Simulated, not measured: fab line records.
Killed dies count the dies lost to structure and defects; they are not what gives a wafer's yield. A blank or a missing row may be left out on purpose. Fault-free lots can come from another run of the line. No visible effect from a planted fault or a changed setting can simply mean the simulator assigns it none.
One fault seen from 2 desks    flow sky130    what lay behind the numbers comes last; until then each desk has only its own

== METROLOGY DESK ==
Lot by lot, what the gauges showed, no matter which tool ran the lot: averages of those sampled wafers that carry a number. A lot is out of limits, marked OUT, if its mean lies more than 4 standard deviations from the usual mean; the brackets give that distance.
Columns: A = GATE_OXIDE_OXIDATION_00_THK at SKY_GATE_OXIDE_THK_MEAS_02, usual 10.24 nm; B = GATE_OXIDE_OVL at SKY_GATE_OXIDE_OVL_MEAS_10, usual 0.2 nm
lot   first seen here  A      B
L773  day 13 10:02     10.40  -0.6
L774  day 13 18:53     10.28  0.3
L776  day 14 13:00     10.04  -0.9
L778  day 15 09:55     10.39  -1.1
L786  day 18 13:26     10.13  0.6
L788  day 19 06:16     9.99   0.6
This desk found nothing out of limits on any of the 6 lots.

== AT THE TOOL OWNER'S DESK: implanter-01 ==
SKY_GATE_OXIDE_IMPLANT_11, tool's own readings: per-lot mean of the sampled wafers with a number, covering each lot this tool ran. A lot is out of limits, marked OUT, if its mean lies more than 4 standard deviations from the usual mean; the brackets give that distance.
Columns: A = beam_energy_keV at SKY_GATE_OXIDE_IMPLANT_11, usual 9.9997
lot   first seen here  A
L773  day 14 11:44     10.0004
L776  day 15 16:28     10.8660 (+99 or more) OUT
L778  day 16 12:55     10.8703 (+99 or more) OUT
L786  day 19 19:29     10.0003
This desk's finding: out of limits on L776, L778; first on L776, day 15 16:28 (beam_energy_keV at SKY_GATE_OXIDE_IMPLANT_11). In limits: L773, L786.

== ALL TOGETHER ==
The tool owner's desk had the chance to raise an alarm at day 15 16:28 on L776, L778.
At the metrology desk, nothing out of limits was observed.
The metrology desk holds a record of L776, L778, inside its limits.
The lots listed all ran SKY_GATE_OXIDE_IMPLANT_11 on implanter-01.

== WHAT THE SIMULATOR HAD PUT IN ==
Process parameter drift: implanter-01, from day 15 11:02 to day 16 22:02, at SKY_GATE_OXIDE_IMPLANT_11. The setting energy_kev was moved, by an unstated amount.
Shown lots that were struck: L776, L778.
Time in hours from fault onset to the first out-of-limits reading at each desk: the tool owner's desk, 5.
